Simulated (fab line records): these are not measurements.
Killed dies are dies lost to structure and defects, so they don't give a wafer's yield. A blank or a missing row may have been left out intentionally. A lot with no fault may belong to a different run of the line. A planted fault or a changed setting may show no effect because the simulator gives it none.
fab line records	flow sky130
[record] lots = 12	wafers = 36	last_day = 50
route steps=708 shown VIA3@597 CAP2M@615 PASSIVATION@682 PAD_OPEN@702
lots untouched by any fault: they come from a run of this same line in which no faults occurred
start_h: hours from the record's first day to the start of the lot's first wafer shown	wait_h: how many hours have passed since the lot's step before this one	" identical to the entry in the row above	L1.1+2: several wafers, shown together as one row	- no value, or no start given	* or withheld: withheld	< > ~ a bound
route shown NAME@n: names a module that has steps shown in the file, with the first one's number in the route	usual: mean and standard deviation over wafers with no fault	same: alike in all rows	chamber/n: place in a boat	sites: each site's reading	_std_site: the values' standard deviation	_edge_site: the outer-site mean with the inner-site mean subtracted	radius_mm: for every site, how far away it sits from the centre of the wafer	mask NAME#n: copy n	behind: the last tool/chamber to shape the wafer	hold: why the lot was held/for how many hours/how that ended	device: the n, p or np transistor that did not switch	end of line: at the end of the route, the tests of the same wafers	where a step has no rows: the recipe by itself	killed: the dies lost at the first sort to structure and to defects; this is not the yield of the wafer	map: a wafer's dies, marking killed ones x, the rest . and places with no die _
set.NAME: the setting that was run; set.NAME@STEP: the one run at that earlier step	model.NAME: the simulator's own value behind a step, which no gauge read
the route's steps for a sample of lots (tables are steps, rows are wafers)
services: the hour from which a tool's chamber was out of use, counted from the record's first day as start_h (under 0 if before that day), plus the number of hours and why
[[steps]]
[step SKY_VIA3_CMP_24]
[recipe] stop_on = SiO2	t_overpolish_s = 20	down_force_psi = 3.5	platen_rpm = 61.2	target_thk_nm = 0	pad_velocity_m_s = 0.94248
[usual] motor_current_A = 10.9/0.76	overpolish_run_s = 20.001/0.009	time_to_endpoint_s = 93.3/2.8
lot.wafer	tool	chamber	start_h	wait_h	motor_current_A	overpolish_run_s	time_to_endpoint_s
L446.2	cmp-02	1	932.59	0.1	12.3	19.988	94.6
L446.3	"	3	"	"	11.6	20.017	94.2
L446.6	"	1	"	"	12.6	20.005	95.6
L445.1	cmp-01	3	935.54	0.1	11.2	20.005	89.8
L445.3	"	0	"	"	11.4	20.001	89.8
L445.6	"	3	"	"	11.1	19.984	91.2
L447.4	cmp-02	1	945.15	0.0	11.8	19.992	95.7
L447.3	"	2	"	"	10.8	19.995	98.4
L447.1	"	3	"	"	11.5	20.013	95.8
L448.1	cmp-02	3	951.76	0.1	11.1	20.002	94.6
L448.4	"	1	"	"	12.4	20.021	92.5
L448.5	"	3	"	"	11.4	20.002	96.9
L452.4	cmp-02	0	980.87	0.1	10.4	19.990	95.6
L452.3	"	2	"	"	11.0	20.000	92.7
L452.6	"	3	"	"	11.4	20.011	96.1
L451.4	cmp-01	1	982.38	0.0	10.5	20.019	95.5
L451.1	"	0	"	"	10.9	20.013	94.4
L451.5	"	1	"	"	9.9	20.004	95.5
L453.2	cmp-01	1	986.62	0.1	10.2	19.998	93.7
L453.3	"	2	"	"	10.4	19.992	91.7
L453.5	"	1	"	"	9.7	19.999	97.5
L454.2	cmp-02	0	994.68	0.2	11.0	19.996	92.8
L454.6	"	1	"	"	12.3	20.014	93.6
L454.5	"	2	"	"	10.8	20.003	95.9
L459.2	cmp-02	2	1031.44	0.1	10.8	20.004	90.7
L459.3	"	3	"	"	11.4	20.006	95.7
L459.5	"	1	"	"	12.5	19.995	92.2
L460.1	cmp-02	0	1035.07	0.1	10.5	19.996	91.7
L460.4	"	2	"	"	10.6	20.000	89.1
L460.5	"	1	"	"	12.1	19.994	89.8
L461.3	cmp-01	3	1040.17	0.1	11.2	19.988	94.3
L461.4	"	0	"	"	11.5	20.006	95.2
L461.6	"	3	"	"	10.7	20.001	97.0
L467.3	cmp-01	2	1077.11	0.3	10.3	19.980	92.5
L467.1	"	3	"	"	10.9	20.008	95.6
L467.4	"	0	"	"	11.2	19.993	94.5
[step SKY_CAP2M_OVL_MEAS_12]
[usual] CAP2M_OVL = 0.1/1.5
lot.wafer	tool	chamber	start_h	wait_h	CAP2M_OVL[nm]
L446.2	overlay-02	-	956.63	0.1	-2.3
L446.3	"	-	"	"	-2.2
L446.6	"	-	"	"	-3.2
L445.1	overlay-02	-	960.67	0.1	-2.0
L445.3	"	-	"	"	-2.5
L445.6	"	-	"	"	-0.8
L447.1	overlay-02	-	969.87	0.1	0.6
L447.3	"	-	"	"	1.0
L447.4	"	-	"	"	0.6
L448.1	overlay-01	-	976.75	0.1	0.3
L448.4	"	-	"	"	1.9
L448.5	"	-	"	"	1.2
L452.3	overlay-02	-	1004.94	0.1	-0.6
L452.4	"	-	"	"	0.3
L452.6	"	-	"	"	1.0
L451.1	overlay-02	-	1005.82	0.1	-0.7
L451.4	"	-	"	"	-0.8
L451.5	"	-	"	"	-3.1
L453.2	overlay-01	-	1010.06	0.1	0.6
L453.3	"	-	"	"	0.6
L453.5	"	-	"	"	2.1
L454.2	overlay-01	-	1017.79	0.1	0.9
L454.5	"	-	"	"	1.5
L454.6	"	-	"	"	-0.6
L459.2	overlay-02	-	1053.73	0.1	1.7
L459.3	"	-	"	"	-0.5
L459.5	"	-	"	"	0.7
L460.1	overlay-01	-	1055.77	0.1	-1.4
L460.4	"	-	"	"	-0.1
L460.5	"	-	"	"	0.4
L461.3	overlay-01	-	1061.44	0.1	-2.0
L461.4	"	-	"	"	0.1
L461.6	"	-	"	"	-1.2
L467.1	overlay-02	-	1098.42	0.1	0.1
L467.3	"	-	"	"	-0.7
L467.4	"	-	"	"	1.0
[step SKY_PASSIVATION_THK_MEAS_01]
[recipe] reads = SiO2_of_PASSIVATION_CVD_00
[usual] PASSIVATION_CVD_00_THK = 89.9/1.1
lot.wafer	tool	chamber	start_h	wait_h	PASSIVATION_CVD_00_THK[nm]
L446.2	film_metro-02	-	1031.32	-	88.2
L446.3	"	-	"	"	90.1
L446.6	"	-	"	"	89.9
L445.1	film_metro-02	-	1036.10	-	90.4
L445.3	"	-	"	"	91.0
L445.6	"	-	"	"	90.5
L447.1	film_metro-02	-	1049.96	-	87.3
L447.3	"	-	"	"	87.8
L447.4	"	-	"	"	90.4
L448.1	film_metro-01	-	1050.89	-	88.8
L448.4	"	-	"	"	90.9
L448.5	"	-	"	"	91.1
L452.3	film_metro-01	-	1076.23	-	89.6
L452.4	"	-	"	"	91.7
L452.6	"	-	"	"	90.6
L451.1	film_metro-01	-	1077.74	-	90.1
L451.4	"	-	"	"	91.4
L451.5	"	-	"	"	92.2
L453.2	film_metro-01	-	1080.82	-	89.0
L453.3	"	-	"	"	89.2
L453.5	"	-	"	"	89.3
L454.2	film_metro-02	-	1085.82	-	89.9
L454.5	"	-	"	"	90.2
L454.6	"	-	"	"	90.4
L459.2	film_metro-02	-	1121.58	-	89.8
L459.3	"	-	"	"	90.1
L459.5	"	-	"	"	91.4
L460.1	film_metro-01	-	1122.91	-	88.5
L460.4	"	-	"	"	90.3
L460.5	"	-	"	"	91.2
L461.3	film_metro-01	-	1126.05	-	88.2
L461.4	"	-	"	"	90.7
L461.6	"	-	"	"	90.4
L467.1	film_metro-02	-	1162.50	-	88.2
L467.3	"	-	"	"	88.3
L467.4	"	-	"	"	88.6
[step SKY_PAD_OPEN_STRIP_08]
[recipe] chemistry = O2/N2	power_w = 1400	pressure_mtorr = 1500	platen_temp_c = withheld	overash_fraction = 0.7	o2_flow_sccm = 3000	n2_flow_sccm = 300
[usual] drypump_motor_current_A = 5.4/0.5	oes_product_au = 0.663/0.0045	strip_time_to_endpoint_s = 37.04/0.097
lot.wafer	tool	chamber	start_h	wait_h	drypump_motor_current_A	oes_product_au	rf_hours_counter_h	strip_time_to_endpoint_s
L446.2	plasma_asher-04	0	1075.02	0.1	6.1	0.667	33	36.89
L446.3	"	1	"	"	4.9	0.668	-	36.97
L446.6	"	0	"	"	6.0	0.662	-	36.81
L445.1	plasma_asher-03	0	1079.08	0.1	4.9	0.666	2	37.00
L445.3	"	0	"	"	4.9	0.660	-	37.00
L445.6	"	1	"	"	5.9	0.657	-	37.12
L447.1	plasma_asher-04	0	1093.17	0.1	6.0	0.659	35	37.03
L447.3	"	0	"	"	6.0	0.659	-	37.05
L447.4	"	1	"	"	4.9	0.661	-	36.95
L448.1	plasma_asher-02	0	1094.43	0.1	5.6	0.669	99	37.05
L448.4	"	0	"	"	5.7	0.656	-	37.02
L448.5	"	1	"	"	5.3	0.666	-	37.04
L452.3	plasma_asher-02	0	1117.96	0.1	5.6	0.663	-	36.80
L452.4	"	1	"	"	5.3	0.656	-	36.85
L452.6	"	1	"	"	5.3	0.657	-	36.85
L451.1	plasma_asher-03	0	1119.68	0.1	4.9	0.659	5	37.04
L451.4	"	0	"	"	4.9	0.662	-	36.98
L451.5	"	1	"	"	5.9	0.661	-	37.00
L453.2	plasma_asher-03	1	1122.89	0.1	5.9	0.662	6	37.07
L453.3	"	0	"	"	4.9	0.668	-	37.15
L453.5	"	1	"	"	5.9	0.667	-	37.08
L454.2	plasma_asher-03	0	1126.09	0.1	4.9	0.662	6	37.03
L454.5	"	1	"	"	5.9	0.657	-	37.19
L454.6	"	0	"	"	4.9	0.659	-	37.06
L459.2	plasma_asher-04	1	1158.63	0.1	4.9	0.665	41	37.17
L459.3	"	0	"	"	6.0	0.662	-	37.06
L459.5	"	0	"	"	6.0	0.654	-	37.08
L460.1	plasma_asher-03	0	1159.54	0.1	4.9	0.663	9	37.04
L460.4	"	0	"	"	4.9	0.666	-	37.11
L460.5	"	0	"	"	4.9	0.658	-	37.17
L461.3	plasma_asher-03	0	1162.18	0.1	4.9	0.664	-	37.13
L461.4	"	1	"	"	5.9	0.657	-	36.99
L461.6	"	1	"	"	5.9	0.662	-	37.14
L467.1	plasma_asher-03	0	1194.23	0.1	4.9	0.659	13	37.13
L467.3	"	0	"	"	4.9	0.660	-	37.16
L467.4	"	1	"	"	5.9	0.663	-	37.07
[step SKY_PAD_OPEN_PROBE_99]
[usual] defect_limited_yield = 82.4/2.2	killed_at_M0_to_M3 = 44/6.8	killed_at_M4_up = 3.1/1.9	killed_at_contacts = 25/5.9	killed_at_front_end = 15/4.3	killed_at_other = 0.2/0.51	killed_dies = 87/11	killed_on_rim = 17/3.6	killed_open = 47/7.9	killed_short = 39/6.4	sort_bin_3_pad_short = 0.9/0.44	sort_bin_5_function = 10.3/1.5	sort_bin_6_memory = 6.4/1.4	sort_n_pass = 405/11	sort_yield_pct = 82.4/2.2
[same] gross_dies = 492	killed_at_back_side = 0	sort_bin_4_leakage[%] = 0	sort_bin_8_speed[%] = 0
lot.wafer	tool	chamber	start_h	wait_h	defect_limited_yield[%]	killed_at_M0_to_M3	killed_at_M4_up	killed_at_contacts	killed_at_front_end	killed_at_other	killed_dies	killed_on_rim	killed_open	killed_short	sort_bin_3_pad_short[%]	sort_bin_5_function[%]	sort_bin_6_memory[%]	sort_n_pass	sort_yield_pct[%]
L446.2	prober-01	-	1077.28	0.1	80.3	47	2	35	13	0	97	17	51	46	1.8	11.8	6.1	395	80.3
L446.3	prober-01	-	1077.33	0.2	80.9	47	3	25	19	0	94	21	46	48	1.6	10.6	6.9	398	80.9
L446.6	prober-01	-	1077.48	0.2	81.5	44	1	31	15	0	91	14	58	33	1.2	10.4	6.9	401	81.5
L445.1	prober-02	-	1081.33	0.1	80.5	52	1	19	24	0	96	16	47	49	1.6	13.0	4.9	396	80.5
L445.3	prober-02	-	1081.43	0.2	81.7	37	5	28	20	0	90	18	51	39	1.4	10.6	6.3	402	81.7
L445.6	prober-02	-	1081.58	0.2	81.9	50	2	21	13	3	89	19	50	39	0.4	10.8	6.9	403	81.9
L447.1	prober-01	-	1095.42	0.1	82.9	45	2	22	15	0	84	10	45	39	0.2	11.6	5.3	408	82.9
L447.3	prober-01	-	1095.52	0.2	79.3	53	3	34	10	2	102	19	57	45	0.6	14.6	5.5	390	79.3
L447.4	prober-01	-	1095.57	0.2	85.2	47	1	13	12	0	73	16	43	30	0.4	8.5	5.9	419	85.2
L452.3	prober-02	-	1120.44	0.2	82.1	38	2	33	15	0	88	18	48	40	0.6	10.2	7.1	404	82.1
L452.4	prober-02	-	1120.49	0.2	82.5	40	2	30	13	1	86	20	39	47	1.6	8.3	7.5	406	82.5
L452.6	prober-02	-	1120.59	0.2	83.1	40	2	24	17	0	83	10	48	35	0.8	10.6	5.5	409	83.1
L453.2	prober-01	-	1125.20	0.1	85.2	39	0	15	17	2	73	14	41	32	1.4	8.7	4.7	419	85.2
L453.3	prober-01	-	1125.25	0.2	84.8	44	1	17	12	1	75	12	37	38	1.0	10.2	4.1	417	84.8
L453.5	prober-01	-	1125.35	0.2	82.9	47	2	20	15	0	84	14	37	47	1.2	10.6	5.3	408	82.9
L454.2	prober-02	-	1128.40	0.1	85.4	38	1	19	14	0	72	16	34	38	0.8	7.7	6.1	420	85.4
L454.5	prober-02	-	1128.55	0.2	83.3	52	3	16	11	0	82	15	47	35	0.2	10.2	6.3	410	83.3
L454.6	prober-02	-	1128.60	0.2	83.3	50	1	20	11	0	82	15	54	28	0.6	8.7	7.3	410	83.3
L459.2	prober-01	-	1160.99	0.1	48.6	222	4	18	9	0	253	50	32	32	3.5	32.7	15.2	239	48.6
L459.3	prober-01	-	1161.04	0.2	85.2	31	4	28	9	1	73	17	29	44	0.8	9.6	4.5	419	85.2
L459.5	prober-01	-	1161.14	0.2	84.3	44	3	19	11	0	77	19	33	44	1.8	8.5	5.3	415	84.3
L460.1	prober-02	-	1161.76	0.1	79.3	48	2	32	20	0	102	14	56	46	1.0	12.2	7.5	390	79.3
L460.4	prober-02	-	1161.91	0.2	49.0	233	0	8	10	0	251	56	29	17	3.7	34.3	13.0	241	49.0
L460.5	prober-02	-	1161.96	0.2	81.7	51	6	22	11	0	90	18	48	42	0.8	9.1	8.3	402	81.7
L461.3	prober-01	-	1165.15	0.2	81.3	46	6	27	13	0	92	16	38	54	0.8	8.5	9.3	400	81.3
L461.4	prober-01	-	1165.20	0.2	79.7	50	3	33	14	0	100	20	58	42	1.2	12.0	7.1	392	79.7
L461.6	prober-01	-	1165.30	0.2	81.7	46	5	28	11	0	90	16	55	35	1.0	11.0	6.3	402	81.7
// killed by level:class
L446.2 CONTACT:geometric_particle:open=11 LI_CONTACT:geometric_particle:open=9 VIA3:geometric_particle:open=8 METAL2:geometric_particle:short=7 CONTACT:geometric_particle:short=6 VIA1:geometric_particle:open=6 VIA2:geometric_particle:open=6 POLY_GATE:geometric_particle:short=5
L446.3 CONTACT:geometric_particle:open=10 VIA1:geometric_particle:short=8 VIA1:geometric_particle:open=8 VIA2:geometric_particle:open=7 POLY_GATE:geometric_particle:short=7 VIA3:geometric_particle:open=6 VIA3:geometric_particle:short=6 POLY_GATE:geometric_particle:open=4
L446.6 VIA1:geometric_particle:open=13 CONTACT:geometric_particle:open=13 VIA3:geometric_particle:open=8 CONTACT:geometric_particle:short=7 VIA1:geometric_particle:short=7 LI_CONTACT:geometric_particle:open=6 FIELD_ISO:geometric_particle:open=5 VIA2:geometric_particle:open=5
L445.1 VIA1:geometric_particle:open=12 FIELD_ISO:geometric_particle:short=9 METAL1:geometric_particle:short=9 CONTACT:geometric_particle:open=8 VIA2:geometric_particle:open=8 FIELD_ISO:geometric_particle:open=7 LI_CONTACT:geometric_particle:open=6 VIA1:geometric_particle:short=6
L445.3 CONTACT:geometric_particle:open=9 VIA1:geometric_particle:open=8 LI_CONTACT:geometric_particle:open=7 FIELD_ISO:geometric_particle:short=5 POLY_GATE:geometric_particle:open=5 LI_CONTACT:geometric_particle:short=5 VIA2:geometric_particle:open=5 METAL1:geometric_particle:short=5
L445.6 VIA1:geometric_particle:open=15 CONTACT:geometric_particle:open=9 METAL1:geometric_particle:short=7 VIA1:geometric_particle:short=7 FIELD_ISO:geometric_particle:short=6 VIA2:geometric_particle:open=6 LI_CONTACT:geometric_particle:open=6 VIA3:geometric_particle:open=5
L447.1 VIA1:geometric_particle:open=18 LI_CONTACT:geometric_particle:open=7 POLY_GATE:geometric_particle:short=6 CONTACT:geometric_particle:open=5 METAL1:geometric_particle:short=5 METAL2:geometric_particle:short=5 LI_CONTACT:geometric_particle:short=4 VIA2:geometric_particle:open=4
L447.3 CONTACT:geometric_particle:open=15 VIA3:geometric_particle:open=14 VIA1:geometric_particle:open=11 CONTACT:geometric_particle:short=6 METAL1:geometric_particle:short=6 VIA3:geometric_particle:short=6 LI_CONTACT:geometric_particle:short=5 LI_CONTACT:geometric_particle:open=4
L447.4 VIA3:geometric_particle:open=15 VIA1:geometric_particle:open=10 FIELD_ISO:geometric_particle:short=7 METAL2:geometric_particle:short=5 VIA2:geometric_particle:open=5 LI_CONTACT:geometric_particle:short=4 CONTACT:geometric_particle:open=4 METAL1:geometric_particle:short=4
L452.3 CONTACT:geometric_particle:open=11 VIA1:geometric_particle:open=10 LOCAL_INTERCONNECT:geometric_particle:short=9 LI_CONTACT:geometric_particle:open=8 FIELD_ISO:geometric_particle:open=5 CONTACT:geometric_particle:short=5 METAL1:geometric_particle:short=5 VIA1:geometric_particle:short=5
L452.4 VIA1:geometric_particle:open=13 LI_CONTACT:geometric_particle:open=8 CONTACT:geometric_particle:short=6 FIELD_ISO:geometric_particle:short=5 VIA2:geometric_particle:short=5 LI_CONTACT:geometric_particle:short=5 LOCAL_INTERCONNECT:geometric_particle:short=5 METAL2:geometric_particle:short=4
L452.6 CONTACT:geometric_particle:open=12 FIELD_ISO:geometric_particle:open=7 LI_CONTACT:geometric_particle:open=6 METAL1:geometric_particle:short=6 VIA1:geometric_particle:open=6 VIA3:geometric_particle:open=6 METAL2:geometric_particle:short=5 VIA2:geometric_particle:open=5
L453.2 VIA2:geometric_particle:open=9 VIA1:geometric_particle:open=8 FIELD_ISO:geometric_particle:open=6 CONTACT:geometric_particle:short=6 POLY_GATE:geometric_particle:short=5 POLY_GATE:geometric_particle:open=4 VIA2:geometric_particle:short=4 LI_CONTACT:geometric_particle:open=3
L453.3 CONTACT:geometric_particle:open=9 VIA1:geometric_particle:open=8 VIA3:geometric_particle:open=7 VIA1:geometric_particle:short=6 VIA2:geometric_particle:open=5 VIA3:geometric_particle:short=4 POLY_GATE:geometric_particle:short=4 METAL1:geometric_particle:short=4
L453.5 METAL1:geometric_particle:short=7 VIA1:geometric_particle:open=7 VIA3:geometric_particle:open=7 VIA3:geometric_particle:short=6 METAL2:geometric_particle:short=6 LOCAL_INTERCONNECT:geometric_particle:short=5 CONTACT:geometric_particle:short=5 FIELD_ISO:geometric_particle:open=4
L454.2 VIA2:geometric_particle:open=8 CONTACT:geometric_particle:open=7 METAL1:geometric_particle:short=7 VIA1:geometric_particle:short=6 POLY_GATE:geometric_particle:open=5 POLY_GATE:geometric_particle:short=5 CONTACT:geometric_particle:short=5 VIA1:geometric_particle:open=5
L454.5 VIA1:geometric_particle:open=14 VIA2:geometric_particle:open=10 LI_CONTACT:geometric_particle:open=5 CONTACT:geometric_particle:open=5 CONTACT:geometric_particle:short=5 METAL2:geometric_particle:short=5 METAL1:geometric_particle:short=4 VIA1:geometric_particle:short=4
L454.6 VIA1:geometric_particle:open=14 VIA2:geometric_particle:open=10 CONTACT:geometric_particle:open=9 METAL1:geometric_particle:short=8 LI_CONTACT:geometric_particle:open=7 VIA3:geometric_particle:open=6 FIELD_ISO:geometric_particle:open=4 VIA2:geometric_particle:short=4
L459.2 VIA3:unspecified=189 VIA3:geometric_particle:open=7 VIA1:geometric_particle:open=6 METAL2:geometric_particle:short=6 METAL3:geometric_particle:short=6 LOCAL_INTERCONNECT:geometric_particle:short=5 LI_CONTACT:geometric_particle:open=5 CONTACT:geometric_particle:short=4
L459.3 LOCAL_INTERCONNECT:geometric_particle:short=8 VIA3:geometric_particle:open=6 CONTACT:geometric_particle:open=6 CONTACT:geometric_particle:short=6 VIA1:geometric_particle:open=6 LI_CONTACT:geometric_particle:short=5 VIA3:geometric_particle:short=5 LI_CONTACT:geometric_particle:open=3
L459.5 VIA3:geometric_particle:open=11 VIA1:geometric_particle:short=8 LI_CONTACT:geometric_particle:open=6 METAL3:geometric_particle:short=6 VIA3:geometric_particle:short=5 LOCAL_INTERCONNECT:geometric_particle:short=4 CONTACT:geometric_particle:open=4 METAL1:geometric_particle:short=4
L460.1 CONTACT:geometric_particle:open=14 VIA1:geometric_particle:open=13 LI_CONTACT:geometric_particle:open=8 METAL1:geometric_particle:short=7 VIA3:geometric_particle:open=7 FIELD_ISO:geometric_particle:short=6 POLY_GATE:geometric_particle:short=5 METAL2:geometric_particle:short=5
L460.4 VIA3:unspecified=205 VIA1:geometric_particle:open=10 FIELD_ISO:geometric_particle:open=5 LI_CONTACT:geometric_particle:open=4 METAL2:geometric_particle:short=4 METAL1:geometric_particle:short=3 METAL3:geometric_particle:short=3 VIA3:geometric_particle:open=3
L460.5 METAL2:geometric_particle:short=10 CONTACT:geometric_particle:open=9 VIA2:geometric_particle:open=8 VIA1:geometric_particle:open=8 VIA3:geometric_particle:open=8 CONTACT:geometric_particle:short=5 VIA2:geometric_particle:short=5 FIELD_ISO:geometric_particle:short=4
L461.3 LOCAL_INTERCONNECT:geometric_particle:short=9 METAL1:geometric_particle:short=9 CONTACT:geometric_particle:open=8 VIA3:geometric_particle:short=8 LI_CONTACT:geometric_particle:open=6 VIA1:geometric_particle:open=6 VIA2:geometric_particle:open=5 METAL2:geometric_particle:short=5
L461.4 VIA1:geometric_particle:open=16 CONTACT:geometric_particle:open=12 LI_CONTACT:geometric_particle:open=9 VIA2:geometric_particle:open=9 LOCAL_INTERCONNECT:geometric_particle:short=5 VIA1:geometric_particle:short=5 CONTACT:geometric_particle:short=4 FIELD_ISO:geometric_particle:short=4
L461.6 VIA2:geometric_particle:open=11 CONTACT:geometric_particle:open=10 VIA3:geometric_particle:open=9 VIA1:geometric_particle:open=8 CONTACT:geometric_particle:short=6 FIELD_ISO:geometric_particle:open=5 LI_CONTACT:geometric_particle:open=5 LOCAL_INTERCONNECT:geometric_particle:short=5
[[services]]
tool	chamber	start_h	hours	kind
cmp-01	-	909.69	5.7	pm
cmp-01	-	915.35	4.0	pm
cmp-02	-	928.24	1.6	repair
plasma_asher-03	-	955.61	1.4	repair
plasma_asher-03	-	967.38	0.8	repair
cmp-02	-	1002.14	4.5	pm
cmp-01	-	1011.51	0.2	repair
plasma_asher-04	-	1040.36	2.8	pm
cmp-01	-	1049.72	2.0	repair
plasma_asher-03	-	1055.25	9.0	pm
plasma_asher-03	0	1055.25	9.0	vent_cycle
plasma_asher-03	1	1055.25	9.0	vent_cycle
plasma_asher-03	0	1064.25	-	clean
cmp-01	-	1069.11	0.9	repair
plasma_asher-02	-	1077.12	2.8	pm
cmp-02	-	1084.03	4.0	pm
cmp-01	-	1113.71	10.5	pm
cmp-01	-	1132.57	0.8	repair
cmp-01	-	1148.51	0.8	repair
cmp-01	-	1167.15	0.8	repair
cmp-02	-	1170.35	0.3	repair
plasma_asher-02	-	1177.60	14.6	pm
cmp-01	-	1177.96	1.4	repair
cmp-02	-	1188.70	5.5	pm
[[key]]
[first_sign] step = SKY_PAD_OPEN_PROBE_99	reading = killed_at_M0_to_M3	direction = up	sigmas = 27	usual = 44	struck = 228
[effect] step = SKY_PAD_OPEN_PROBE_99	reading = sort_bin_5_function	direction = up	sigmas = 15	usual = 10.3	struck = 33.5
met_at SKY_VIA3_CMP_24
struck_lots L459,L460
struck_wafers L459.2,L460.4
not_acting_at SKY_CAP2M_OVL_MEAS_12,SKY_PASSIVATION_THK_MEAS_01,SKY_PAD_OPEN_STRIP_08
onset_between 994.68 1031.44
[fault] kind = chamber_particle_source	tool = cmp-02	chamber = 2	onset_h = 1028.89	steps = SKY_VIA3_CMP_24	rate_per_visit_cm2 = 1.0227	end_h = 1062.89
